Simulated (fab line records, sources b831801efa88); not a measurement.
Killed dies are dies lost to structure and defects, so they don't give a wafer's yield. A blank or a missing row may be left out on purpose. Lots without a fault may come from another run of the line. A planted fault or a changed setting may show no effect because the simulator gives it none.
fab line records | flow gf180mcu
record lots=5 wafers=15 last_day=32
route steps=602 shown HV_LDD@201
lots that met no fault: from a run of the same line without faults
start_h: hours from the record's first day to the start of the lot's first wafer shown | wait_h: hours since the lot's step before | " the same as in the row above | L1.1+2: a row that stands for several wafers | - no value, or no start given | * or withheld: withheld | < > ~ a bound
route shown NAME@n: a module of which the file shows steps, and the number in the route of the first | usual: mean/standard deviation of fault-free wafers | same: alike in all rows | chamber/n: place in a boat | sites: the reading at each site | _std_site: their standard deviation | _edge_site: outer sites' mean less inner sites' | radius_mm: how far each site lies from the wafer's centre | mask NAME#n: copy n | behind: the tool/chamber that last shaped the wafer | hold: why the lot was held/for how many hours/how that ended | device: the transistor (n, p or np) that didn't switch | end of line: the same wafers' tests at the end of the route | a step without rows: its recipe alone | killed: dies lost to structure and defects at the first sort, not the wafer's yield | map: a wafer's dies, x killed, . not, _ none there
set.NAME: the setting as run; set.NAME@STEP: as run at that earlier step | model.NAME: the simulator's own value behind a step, which no gauge read
lots at some steps of the route; a table a step, a row a wafer
services: from which hour (start_h, from the record's first day; less than 0 if before it) a tool's chamber was out of use, for how many hours, and why
## steps
# step GF_HV_LDD_HMDS_25
# recipe prime_time_s=60 prime_temp_c=120
# columns lot.wafer tool chamber start_h wait_h
L079.3+4+6 litho_track-02 0 281.76 0.1
L081.1+3+4 litho_track-04 0 298.69 0.1
L086.1+2+3 litho_track-02 0 335.81 0.1
L087.2+4+5 litho_track-02 0 349.53 0.1
L088.3+4+5 litho_track-02 0 356.96 0.1
# step GF_HV_LDD_COAT_26
# recipe resist=NOVOLAK spin_rpm=3000 resist_thk_nm=1000
# columns lot.wafer tool chamber start_h wait_h
L079.3+4+6 litho_track-02 0 281.91 0.1
L081.1+3+4 litho_track-04 0 298.84 0.1
L086.1+2+3 litho_track-02 0 335.96 0.1
L087.2+4+5 litho_track-02 0 349.68 0.1
L088.3+4+5 litho_track-02 0 357.11 0.1
# step GF_HV_LDD_SOFTBAKE_27
# recipe temp_c=90 time_s=60 resist=NOVOLAK
# columns lot.wafer tool chamber start_h wait_h
L079.3+4+6 litho_track-02 0 282.06 0.1
L081.1+3+4 litho_track-04 0 298.99 0.1
L086.1+2+3 litho_track-02 0 336.11 0.1
L087.2+4+5 litho_track-02 0 349.83 0.1
L088.3+4+5 litho_track-02 0 357.26 0.1
# step GF_HV_LDD_EXPOSE_28
# recipe mask_id=Nplus_HV_AREA target_cd_nm=400 na=0.6 source_shape=conventional sigma_outer=0.6 dose_mj=140
# usual reticle_temp_C=22.97/0.1
# columns lot.wafer tool chamber start_h wait_h mask reticle_temp_C
L079.3 iline_stepper-02 0 - - Nplus_HV_AREA#0 22.89
L079.4 " 0 " " Nplus_HV_AREA#0 22.88
L079.6 " 0 " " Nplus_HV_AREA#0 22.85
L081.1 iline_stepper-01 0 - - Nplus_HV_AREA#0 22.92
L081.3 " 0 " " Nplus_HV_AREA#0 23.07
L081.4 " 0 " " Nplus_HV_AREA#0 23.10
L086.1 iline_stepper-01 0 - - Nplus_HV_AREA#0 23.03
L086.2 " 0 " " Nplus_HV_AREA#0 22.97
L086.3 " 0 " " Nplus_HV_AREA#0 23.17
L087.2 iline_stepper-02 0 - - Nplus_HV_AREA#0 23.05
L087.4 " 0 " " Nplus_HV_AREA#0 23.16
L087.5 " 0 " " Nplus_HV_AREA#0 23.03
L088.3 iline_stepper-01 0 - - Nplus_HV_AREA#0 22.88
L088.4 " 0 " " Nplus_HV_AREA#0 22.85
L088.5 " 0 " " Nplus_HV_AREA#0 22.77
# step GF_HV_LDD_PEB_29
# recipe temp_c=withheld time_s=* resist=NOVOLAK
# columns lot.wafer tool chamber start_h wait_h
L079.3+4+6 litho_track-04 0 - -
L081.1+3+4 litho_track-02 0 - -
L086.1+2+3 litho_track-04 0 - -
L087.2+4+5 litho_track-02 0 - -
L088.3+4+5 litho_track-04 0 - -
# step GF_HV_LDD_DEVELOP_30
# recipe develop_time_s=60 dev_temp_c=23
# same develop_time_s=60
# columns lot.wafer tool chamber start_h wait_h
L079.3+4+6 litho_track-04 0 291.69 0.1
L081.1+3+4 litho_track-02 0 308.81 0.1
L086.1+2+3 litho_track-04 0 346.69 0.1
L087.2+4+5 litho_track-02 0 360.38 0.1
L088.3+4+5 litho_track-04 0 368.39 0.1
# step GF_HV_LDD_CD_MEAS_31
# recipe target_cd_nm=400
# usual cd_nm=400.7/2.4
# columns lot.wafer tool chamber start_h wait_h cd_nm
L079.3 cd_sem-01 - 291.83 0.1 400.3
L079.4 " - " " 397.5
L079.6 " - " " 398.3
L081.1 cd_sem-01 - 308.96 0.1 399.7
L081.3 " - " " 400.0
L081.4 " - " " 401.6
L086.1 cd_sem-01 - 346.84 0.1 400.5
L086.2 " - " " 398.5
L086.3 " - " " 400.4
L087.2 cd_sem-02 - 360.53 0.1 404.3
L087.4 " - " " 403.5
L087.5 " - " " 402.6
L088.3 cd_sem-02 - 368.53 0.1 401.3
L088.4 " - " " 401.0
L088.5 " - " " 401.0
# step GF_HV_LDD_OVL_MEAS_32
# usual HV_LDD_02_OVL=-0.9/1.4
# columns lot.wafer tool chamber start_h wait_h HV_LDD_02_OVL[nm]
L079.3 overlay-02 - 291.92 0.1 -1.4
L079.4 " - " " 1.0
L079.6 " - " " -0.9
L081.1 overlay-02 - 309.08 0.1 0.6
L081.3 " - " " -0.5
L081.4 " - " " -1.2
L086.1 overlay-01 - 346.96 0.1 -2.0
L086.2 " - " " -1.2
L086.3 " - " " -2.7
L087.2 overlay-02 - 360.64 0.1 -0.9
L087.4 " - " " -1.7
L087.5 " - " " -1.8
L088.3 overlay-02 - 368.62 0.1 1.3
L088.4 " - " " 2.1
L088.5 " - " " -0.3
# step GF_HV_LDD_IMPLANT_33
# recipe species=P energy_kev=60 dose_cm2=7.5e+12 tilt_deg=30 rotation_deg=0
# columns lot.wafer tool chamber start_h wait_h
L079.3+4+6 implanter-03 0 291.99 0.1
L081.1+3+4 implanter-03 0 309.12 0.0
L086.1+2+3 implanter-04 0 346.99 0.0
L087.2+4+5 implanter-04 0 360.69 0.0
L088.3+4+5 implanter-03 0 368.69 0.1
# step GF_HV_LDD_IMPLANT_34
# recipe species=P energy_kev=60 dose_cm2=7.5e+12 tilt_deg=30 rotation_deg=90
# columns lot.wafer tool chamber start_h wait_h
L079.3+4+6 implanter-03 0 292.14 0.1
L081.1+3+4 implanter-03 0 309.27 0.1
L086.1+2+3 implanter-04 0 347.14 0.1
L087.2+4+5 implanter-04 0 360.84 0.1
L088.3+4+5 implanter-03 0 368.84 0.1
# step GF_HV_LDD_IMPLANT_35
# recipe species=P energy_kev=60 dose_cm2=7.5e+12 tilt_deg=30 rotation_deg=180
# columns lot.wafer tool chamber start_h wait_h
L079.3+4+6 implanter-03 0 292.29 0.1
L081.1+3+4 implanter-03 0 309.42 0.1
L086.1+2+3 implanter-04 0 347.29 0.1
L087.2+4+5 implanter-04 0 360.99 0.1
L088.3+4+5 implanter-03 0 368.99 0.1
## services
# columns tool chamber start_h hours kind
iline_stepper-01 - 270.40 1.7 pm
iline_stepper-02 0 300.67 - calibration
implanter-04 - 302.57 6.9 repair
iline_stepper-01 0 322.16 - calibration
implanter-03 - 326.65 10.4 repair
iline_stepper-02 - 359.51 5.1 repair
## key
fault none
